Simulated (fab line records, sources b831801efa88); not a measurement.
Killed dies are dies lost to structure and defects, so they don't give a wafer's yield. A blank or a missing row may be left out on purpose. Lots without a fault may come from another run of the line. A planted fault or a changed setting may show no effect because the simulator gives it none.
fab line records | flow gf180mcu
record lots=5 wafers=15 last_day=33
route steps=602 shown MVSD@72 MVPSD@78 VT_IMPLANT@90
lots that met no fault: from a run of the same line without faults
start_h: hours from the record's first day to the start of the lot's first wafer shown | wait_h: hours since the lot's step before | " the same as in the row above | L1.1+2: a row that stands for several wafers | - no value, or no start given | * or withheld: withheld | < > ~ a bound
route shown NAME@n: a module of which the file shows steps, and the number in the route of the first | usual: mean/standard deviation of fault-free wafers | same: alike in all rows | chamber/n: place in a boat | sites: the reading at each site | _std_site: their standard deviation | _edge_site: outer sites' mean less inner sites' | radius_mm: how far each site lies from the wafer's centre | mask NAME#n: copy n | behind: the tool/chamber that last shaped the wafer | hold: why the lot was held/for how many hours/how that ended | device: the transistor (n, p or np) that didn't switch | end of line: the same wafers' tests at the end of the route | a step without rows: its recipe alone | killed: dies lost to structure and defects at the first sort, not the wafer's yield | map: a wafer's dies, x killed, . not, _ none there
set.NAME: the setting as run; set.NAME@STEP: as run at that earlier step | model.NAME: the simulator's own value behind a step, which no gauge read
lots at some steps of the route; a table a step, a row a wafer
services: from which hour (start_h, from the record's first day; less than 0 if before it) a tool's chamber was out of use, for how many hours, and why
## steps
# step GF_MVSD_DEVELOP_06
# recipe wall_angle_deg=90 develop_time_s=60 dev_temp_c=23
# columns lot.wafer tool chamber start_h wait_h
L075.2+3+5 litho_track-01 0 - -
L077.1+4+6 litho_track-02 0 - -
L080.1+3+4 litho_track-02 0 - -
L085.2+4+5 litho_track-04 0 - -
L092.1+2+3 litho_track-02 0 - -
# step GF_MVSD_OVL_MEAS_07
# usual MVSD_OVL=1.3/1.4
# columns lot.wafer tool chamber start_h wait_h MVSD_OVL[nm]
L075.2 overlay-02 - 91.08 - 1.1
L075.3 " - " " 0.8
L075.5 " - " " 0.9
L077.1 overlay-01 - 99.64 - 2.4
L077.4 " - " " 2.0
L077.6 " - " " 1.1
L080.1 overlay-02 - 115.74 - 1.2
L080.3 " - " " 1.7
L080.4 " - " " 3.1
L085.2 overlay-02 - 144.52 - 3.3
L085.4 " - " " 3.7
L085.5 " - " " 3.3
L092.1 overlay-01 - 190.39 - 1.1
L092.2 " - " " 2.9
L092.3 " - " " 1.9
# step GF_MVSD_IMPLANT_08
# recipe species=P energy_kev=400 dose_cm2=1.6e+13 tilt_deg=0
# columns lot.wafer tool chamber start_h wait_h
L075.2+3+5 implanter-04 0 91.13 0.0
L077.1+4+6 implanter-02 0 99.68 0.0
L080.1+3+4 implanter-03 0 115.78 0.0
L085.2+4+5 implanter-02 0 144.57 0.0
L092.1+2+3 implanter-03 0 190.42 0.0
# step GF_MVSD_IMPLANT_09
# recipe species=P energy_kev=100 dose_cm2=5e+12 tilt_deg=0
# columns lot.wafer tool chamber start_h wait_h
L075.2+3+5 implanter-04 0 91.28 0.1
L077.1+4+6 implanter-02 0 99.83 0.1
L080.1+3+4 implanter-03 0 115.93 0.1
L085.2+4+5 implanter-02 0 144.72 0.1
L092.1+2+3 implanter-03 0 190.57 0.1
# step GF_MVSD_STRIP_10
# recipe chemistry=O2/N2 power_w=1400 pressure_mtorr=1500 platen_temp_c=250 o2_flow_sccm=3000 n2_flow_sccm=300 overash_fraction=0.5
# usual drypump_motor_current_A=5.83/0.15 heater_power_w=348/30 oes_product_au=0.722/0.0049 strip_time_to_endpoint_s=36.96/0.11
# columns lot.wafer tool chamber start_h wait_h drypump_motor_current_A heater_power_w oes_product_au rf_hours_counter_h strip_time_to_endpoint_s
L075.2 plasma_asher-03 1 91.41 0.1 5.91 390 0.721 31 37.01
L075.3 " 1 " " 5.93 384 0.729 - 36.81
L075.5 " 0 " " 5.71 371 0.731 - 36.98
L077.1 plasma_asher-04 1 99.98 0.1 6.07 330 0.725 44 36.91
L077.4 " 1 " " 6.06 339 0.725 - 36.79
L077.6 " 0 " " 5.90 318 0.728 - 36.84
L080.1 plasma_asher-01 1 116.08 0.1 5.72 352 0.732 47 36.86
L080.3 " 0 " " 5.67 299 0.715 - 36.90
L080.4 " 1 " " 5.70 359 0.721 - 36.88
L085.2 plasma_asher-03 1 144.85 0.1 5.90 385 0.727 35 37.04
L085.4 " 1 " " 5.90 394 0.722 - 37.02
L085.5 " 1 " " 5.91 379 0.720 - 36.98
L092.1 plasma_asher-03 1 190.72 0.1 5.92 387 0.712 39 37.05
L092.2 " 0 " " 5.68 376 0.710 39 36.98
L092.3 " 1 " " 5.91 377 0.720 - 37.03
# step GF_MVSD_TW_MEAS_11
# usual MVSD_TW=1575/15
# columns lot.wafer tool chamber start_h wait_h MVSD_TW
L075.2 film_metro-02 - 91.52 0.1 1584
L075.3 " - " " 1577
L075.5 " - " " 1582
L077.1 film_metro-02 - 100.08 0.1 1569
L077.4 " - " " 1576
L077.6 " - " " 1571
L080.1 film_metro-01 - 116.18 0.1 1590
L080.3 " - " " 1585
L080.4 " - " " 1607
L085.2 film_metro-03 - 144.96 0.1 1558
L085.4 " - " " 1557
L085.5 " - " " 1558
L092.1 film_metro-03 - 190.82 0.1 1562
L092.2 " - " " 1554
L092.3 " - " " 1551
# step GF_MVPSD_DEHYDRATE_00
# recipe temp_c=200 time_s=60
# columns lot.wafer tool chamber start_h wait_h
L075.2+3+5 litho_track-01 0 97.95 6.4
L077.1+4+6 litho_track-01 0 106.42 6.3
L080.1+3+4 litho_track-01 0 122.42 6.2
L085.2+4+5 litho_track-04 0 151.99 7.0
L092.1+2+3 litho_track-04 0 198.56 7.7
# step GF_MVPSD_HMDS_01
# recipe prime_time_s=60 prime_temp_c=120
# columns lot.wafer tool chamber start_h wait_h
L075.2+3+5 litho_track-01 0 98.10 0.1
L077.1+4+6 litho_track-01 0 106.57 0.1
L080.1+3+4 litho_track-01 0 122.57 0.1
L085.2+4+5 litho_track-04 0 152.14 0.1
L092.1+2+3 litho_track-04 0 198.71 0.1
# step GF_MVPSD_COAT_02
# recipe spin_rpm=2000 resist_thk_nm=3000
# usual spin_speed_rpm=1999.9/1.3
# columns lot.wafer tool chamber start_h wait_h spin_speed_rpm
L075.2 litho_track-01 0 98.25 0.1 1999.8
L075.3 " 0 " " 1998.5
L075.5 " 0 " " 1999.2
L077.1 litho_track-01 0 106.72 0.1 2000.9
L077.4 " 0 " " 1999.9
L077.6 " 0 " " 1999.4
L080.1 litho_track-01 0 122.72 0.1 1998.3
L080.3 " 0 " " 2000.2
L080.4 " 0 " " 1999.7
L085.2 litho_track-04 0 152.29 0.1 2001.8
L085.4 " 0 " " 2001.7
L085.5 " 0 " " 2002.0
L092.1 litho_track-04 0 198.86 0.1 2000.8
L092.2 " 0 " " 2001.7
L092.3 " 0 " " 2001.8
# step GF_MVPSD_SOFTBAKE_03
# recipe temp_c=110 time_s=withheld
# columns lot.wafer tool chamber start_h wait_h
L075.2+3+5 litho_track-01 0 98.41 0.1
L077.1+4+6 litho_track-01 0 106.87 0.1
L080.1+3+4 litho_track-01 0 122.87 0.1
L085.2+4+5 litho_track-04 0 152.44 0.1
L092.1+2+3 litho_track-04 0 199.01 0.1
# step GF_MVPSD_EXPOSE_04
# recipe mask_id=MVPSD target_cd_nm=1000 na=0.6 source_shape=conventional sigma_outer=0.6 dose_mj=260
# columns lot.wafer tool chamber start_h wait_h mask
L075.2+3+5 iline_stepper-01 0 - - MVPSD#0
L077.1+4+6 iline_stepper-02 0 - - MVPSD#0
L080.1+3+4 iline_stepper-01 0 - - MVPSD#0
L085.2+4+5 iline_stepper-02 0 - - MVPSD#0
L092.1+2+3 iline_stepper-01 0 - - MVPSD#0
# step GF_MVPSD_PEB_05
# recipe temp_c=115 time_s=withheld
# columns lot.wafer tool chamber start_h wait_h
L075.2+3+5 litho_track-01 0 - -
L077.1+4+6 litho_track-01 0 - -
L080.1+3+4 litho_track-04 0 - -
L085.2+4+5 litho_track-04 0 - -
L092.1+2+3 litho_track-01 0 - -
# step GF_MVPSD_DEVELOP_06
# recipe wall_angle_deg=90 develop_time_s=60 dev_temp_c=23
# columns lot.wafer tool chamber start_h wait_h
L075.2+3+5 litho_track-01 0 - -
L077.1+4+6 litho_track-01 0 - -
L080.1+3+4 litho_track-04 0 - -
L085.2+4+5 litho_track-04 0 - -
L092.1+2+3 litho_track-01 0 - -
# step GF_MVPSD_OVL_MEAS_07
# usual MVPSD_OVL=0.5/1.3
# columns lot.wafer tool chamber start_h wait_h MVPSD_OVL[nm]
L075.2 overlay-01 - 105.43 - 0.4
L075.3 " - " " 0.5
L075.5 " - " " 0.4
L077.1 overlay-01 - 114.47 - -0.2
L077.4 " - " " -0.8
L077.6 " - " " -1.0
L080.1 overlay-01 - 130.01 - 2.8
L080.3 " - " " 1.9
L080.4 " - " " 0.9
L085.2 overlay-01 - 159.57 - 1.4
L085.4 " - " " 1.8
L085.5 " - " " 0.1
L092.1 overlay-02 - 207.97 - 0.5
L092.2 " - " " -1.4
L092.3 " - " " -0.4
# step GF_MVPSD_IMPLANT_08
# recipe species=B energy_kev=170 dose_cm2=1.5e+13 tilt_deg=0
# columns lot.wafer tool chamber start_h wait_h
L075.2+3+5 implanter-01 0 105.48 0.0
L077.1+4+6 implanter-01 0 114.51 0.0
L080.1+3+4 implanter-04 0 130.05 0.0
L085.2+4+5 implanter-04 0 159.62 0.0
L092.1+2+3 implanter-02 0 208.01 0.0
# step GF_MVPSD_IMPLANT_09
# recipe species=B energy_kev=40 dose_cm2=5e+12 tilt_deg=0
# columns lot.wafer tool chamber start_h wait_h
L075.2+3+5 implanter-01 0 105.63 0.1
L077.1+4+6 implanter-01 0 114.66 0.1
L080.1+3+4 implanter-04 0 130.20 0.1
L085.2+4+5 implanter-04 0 159.77 0.1
L092.1+2+3 implanter-02 0 208.16 0.1
# step GF_MVPSD_STRIP_10
# recipe chemistry=O2/N2 power_w=1400 pressure_mtorr=1500 platen_temp_c=250 o2_flow_sccm=3000 n2_flow_sccm=300 overash_fraction=0.5
# usual drypump_motor_current_A=5.71/0.11 heater_power_w=336/35 oes_product_au=0.722/0.0046 strip_time_to_endpoint_s=36.98/0.1
# columns lot.wafer tool chamber start_h wait_h drypump_motor_current_A heater_power_w oes_product_au rf_hours_counter_h strip_time_to_endpoint_s
L075.2 plasma_asher-01 1 105.76 0.1 5.70 355 0.722 46 37.01
L075.3 " 0 " " 5.63 296 0.723 - 37.04
L075.5 " 0 " " 5.58 295 0.708 - 36.96
L077.1 plasma_asher-03 0 114.81 0.1 5.69 371 0.714 34 36.84
L077.4 " 1 " " 5.92 382 0.718 - 36.88
L077.6 " 1 " " 5.91 383 0.721 - 36.99
L080.1 plasma_asher-01 0 130.35 0.1 5.66 300 0.718 49 36.87
L080.3 " 1 " " 5.73 365 0.727 - 36.89
L080.4 " 0 " " 5.68 300 0.722 - 36.86
L085.2 plasma_asher-03 0 159.90 0.1 5.69 381 0.726 36 37.11
L085.4 " 1 " " 5.92 391 0.719 - 37.19
L085.5 " 1 " " 5.91 394 0.715 - 37.13
L092.1 plasma_asher-03 1 208.31 0.1 5.89 392 0.716 41 36.95
L092.2 " 0 " " 5.70 380 0.729 41 36.99
L092.3 " 1 " " 5.88 383 0.732 - 36.93
# step GF_MVPSD_TW_MEAS_11
# usual MVPSD_TW=551/5.2
# columns lot.wafer tool chamber start_h wait_h MVPSD_TW
L075.2 film_metro-02 - 105.87 0.1 547
L075.3 " - " " 549
L075.5 " - " " 549
L077.1 film_metro-02 - 114.91 0.1 549
L077.4 " - " " 553
L077.6 " - " " 552
L080.1 film_metro-01 - 130.45 0.1 559
L080.3 " - " " 561
L080.4 " - " " 560
L085.2 film_metro-03 - 160.04 0.1 547
L085.4 " - " " 544
L085.5 " - " " 544
L092.1 film_metro-02 - 208.41 0.1 553
L092.2 " - " " 554
L092.3 " - " " 551
# step GF_VT_IMPLANT_DEHYDRATE_00
# recipe temp_c=200 time_s=60
# columns lot.wafer tool chamber start_h wait_h
L075.2+3+5 litho_track-01 0 112.25 6.4
L077.1+4+6 litho_track-01 0 121.22 6.3
L080.1+3+4 litho_track-01 0 137.02 6.6
L085.2+4+5 litho_track-02 0 167.96 7.9
L092.1+2+3 litho_track-01 0 215.87 7.5
# step GF_VT_IMPLANT_HMDS_01
# recipe prime_time_s=60 prime_temp_c=120
# columns lot.wafer tool chamber start_h wait_h
L075.2+3+5 litho_track-01 0 112.40 0.1
L077.1+4+6 litho_track-01 0 121.37 0.1
L080.1+3+4 litho_track-01 0 137.17 0.1
L085.2+4+5 litho_track-02 0 168.11 0.1
L092.1+2+3 litho_track-01 0 216.02 0.1
# step GF_VT_IMPLANT_COAT_02
# recipe resist=NOVOLAK spin_rpm=3000 resist_thk_nm=1000
# usual spin_speed_rpm=3000.0/2
# columns lot.wafer tool chamber start_h wait_h spin_speed_rpm
L075.2 litho_track-01 0 112.55 0.1 3000.3
L075.3 " 0 " " 3001.6
L075.5 " 0 " " 3000.7
L077.1 litho_track-01 0 121.52 0.1 3000.7
L077.4 " 0 " " 3000.7
L077.6 " 0 " " 3001.2
L080.1 litho_track-01 0 137.32 0.1 2997.6
L080.3 " 0 " " 2999.8
L080.4 " 0 " " 2997.2
L085.2 litho_track-02 0 168.26 0.1 3001.6
L085.4 " 0 " " 2999.5
L085.5 " 0 " " 3002.2
L092.1 litho_track-01 0 216.17 0.1 3000.1
L092.2 " 0 " " 3000.0
L092.3 " 0 " " 2998.0
# step GF_VT_IMPLANT_SOFTBAKE_03
# recipe temp_c=89.16 time_s=60 resist=NOVOLAK
# columns lot.wafer tool chamber start_h wait_h
L075.2+3+5 litho_track-01 0 112.70 0.1
L077.1+4+6 litho_track-01 0 121.67 0.1
L080.1+3+4 litho_track-01 0 137.47 0.1
L085.2+4+5 litho_track-02 0 168.41 0.1
L092.1+2+3 litho_track-01 0 216.32 0.1
# step GF_VT_IMPLANT_EXPOSE_04
# recipe mask_id=LVPWELL_LV_AREA target_cd_nm=600 na=0.6 source_shape=conventional sigma_outer=0.6 dose_mj=140
# columns lot.wafer tool chamber start_h wait_h mask
L075.2+3+5 iline_stepper-02 0 - - LVPWELL_LV_AREA#0
L077.1+4+6 iline_stepper-02 0 - - LVPWELL_LV_AREA#0
L080.1+3+4 iline_stepper-02 0 - - LVPWELL_LV_AREA#0
L085.2+4+5 iline_stepper-01 0 - - LVPWELL_LV_AREA#0
L092.1+2+3 iline_stepper-02 0 - - LVPWELL_LV_AREA#0
# step GF_VT_IMPLANT_PEB_05
# recipe temp_c=withheld time_s=* resist=NOVOLAK
# columns lot.wafer tool chamber start_h wait_h
L075.2+3+5 litho_track-02 0 - -
L077.1+4+6 litho_track-02 0 - -
L080.1+3+4 litho_track-02 0 - -
L085.2+4+5 litho_track-01 0 - -
L092.1+2+3 litho_track-02 0 - -
# step GF_VT_IMPLANT_DEVELOP_06
# recipe develop_time_s=60 dev_temp_c=23
# columns lot.wafer tool chamber start_h wait_h
L075.2+3+5 litho_track-02 0 119.36 0.1
L077.1+4+6 litho_track-02 0 128.59 0.1
L080.1+3+4 litho_track-02 0 144.69 0.1
L085.2+4+5 litho_track-01 0 175.45 0.1
L092.1+2+3 litho_track-02 0 224.94 0.1
# step GF_VT_IMPLANT_OVL_MEAS_07
# usual VT_IMPLANT_OVL=0.0/1.5
# columns lot.wafer tool chamber start_h wait_h VT_IMPLANT_OVL[nm]
L075.2 overlay-01 - 119.50 0.1 0.5
L075.3 " - " " 0.6
L075.5 " - " " -1.3
L077.1 overlay-01 - 128.74 0.1 -0.5
L077.4 " - " " 2.3
L077.6 " - " " 0.3
L080.1 overlay-02 - 144.84 0.1 -1.1
L080.3 " - " " -2.0
L080.4 " - " " -1.7
L085.2 overlay-02 - 175.58 0.1 -0.4
L085.4 " - " " 0.5
L085.5 " - " " 0.6
L092.1 overlay-02 - 225.09 0.1 0.9
L092.2 " - " " -0.3
L092.3 " - " " 0.7
# step GF_VT_IMPLANT_IMPLANT_08
# recipe species=BF2 energy_kev=20 dose_cm2=8.29e+12 tilt_deg=7
# columns lot.wafer tool chamber start_h wait_h
L075.2+3+5 implanter-01 0 119.55 0.0
L077.1+4+6 implanter-03 0 128.78 0.0
L080.1+3+4 implanter-01 0 144.88 0.0
L085.2+4+5 implanter-03 0 175.63 0.0
L092.1+2+3 implanter-02 0 225.12 0.0
# step GF_VT_IMPLANT_STRIP_09
# recipe chemistry=O2/N2 power_w=1400 pressure_mtorr=1500 platen_temp_c=250 o2_flow_sccm=3000 n2_flow_sccm=300 overash_fraction=0.5
# usual drypump_motor_current_A=5.80/0.18 heater_power_w=330/26 oes_product_au=0.717/0.0051 strip_time_to_endpoint_s=12.65/0.036
# columns lot.wafer tool chamber start_h wait_h drypump_motor_current_A heater_power_w oes_product_au rf_hours_counter_h strip_time_to_endpoint_s
L075.2 plasma_asher-02 0 119.68 0.1 5.54 324 0.719 43 12.64
L075.3 " 0 " " 5.55 332 0.723 - 12.66
L075.5 " 1 " " 5.82 292 0.720 - 12.69
L077.1 plasma_asher-04 1 128.93 0.1 6.06 353 0.716 1 12.64
L077.4 " 0 " " 5.93 337 0.712 - 12.67
L077.6 " 1 " " 6.07 352 0.716 - 12.59
L080.1 plasma_asher-02 1 145.03 0.1 5.84 298 0.714 46 12.58
L080.3 " 0 " " 5.56 327 0.711 - 12.60
L080.4 " 1 " " 5.81 303 0.704 - 12.58
L085.2 plasma_asher-02 1 175.76 0.1 5.79 298 0.726 49 12.68
L085.4 " 1 " " 5.81 298 0.719 - 12.67
L085.5 " 0 " " 5.56 330 0.722 - 12.64
L092.1 plasma_asher-02 1 225.27 0.1 5.87 297 0.718 54 12.65
L092.2 " 0 " " 5.57 334 0.726 54 12.60
L092.3 " 0 " " 5.56 322 0.712 - 12.64
# step GF_VT_IMPLANT_TW_MEAS_10
# usual VT_IMPLANT_TW=562/6.3
# columns lot.wafer tool chamber start_h wait_h VT_IMPLANT_TW
L075.2 film_metro-04 - 119.82 0.1 571
L075.3 " - " " 570
L075.5 " - " " 571
L077.1 film_metro-03 - 129.03 0.1 554
L077.4 " - " " 554
L077.6 " - " " 557
L080.1 film_metro-03 - 145.13 0.1 554
L080.3 " - " " 554
L080.4 " - " " 554
L085.2 film_metro-03 - 175.87 0.1 555
L085.4 " - " " 555
L085.5 " - " " 556
L092.1 film_metro-04 - 225.37 0.1 570
L092.2 " - " " 566
L092.3 " - " " 570
# step GF_VT_IMPLANT_DEHYDRATE_11
# recipe temp_c=200 time_s=60
# columns lot.wafer tool chamber start_h wait_h
L075.2+3+5 litho_track-01 0 125.85 6.0
L077.1+4+6 litho_track-02 0 135.79 6.8
L080.1+3+4 litho_track-03 0 152.54 7.4
L085.2+4+5 litho_track-02 0 183.76 7.9
L092.1+2+3 litho_track-02 0 233.14 7.8
## services
# columns tool chamber start_h hours kind
iline_stepper-01 - 68.36 8.9 pm
plasma_asher-03 - 76.47 2.3 repair
plasma_asher-04 - 108.75 9.0 pm
plasma_asher-04 0 108.75 9.0 vent_cycle
plasma_asher-04 1 108.75 9.0 vent_cycle
implanter-04 - 115.33 3.2 pm
plasma_asher-04 0 117.75 - clean
plasma_asher-04 1 117.75 - clean
iline_stepper-02 - 118.16 1.7 pm
plasma_asher-03 - 123.17 15.6 pm
iline_stepper-01 - 136.25 1.5 repair
plasma_asher-03 - 151.66 8.0 repair
plasma_asher-02 - 159.91 2.8 pm
implanter-02 - 175.41 4.7 repair
implanter-01 - 185.74 14.9 repair
iline_stepper-01 - 199.99 3.1 repair
implanter-02 - 208.47 1.6 repair
iline_stepper-01 - 219.28 2.1 pm
iline_stepper-01 - 221.36 - consumable_replace:lamp
implanter-01 - 223.43 2.8 repair
## key
fault none
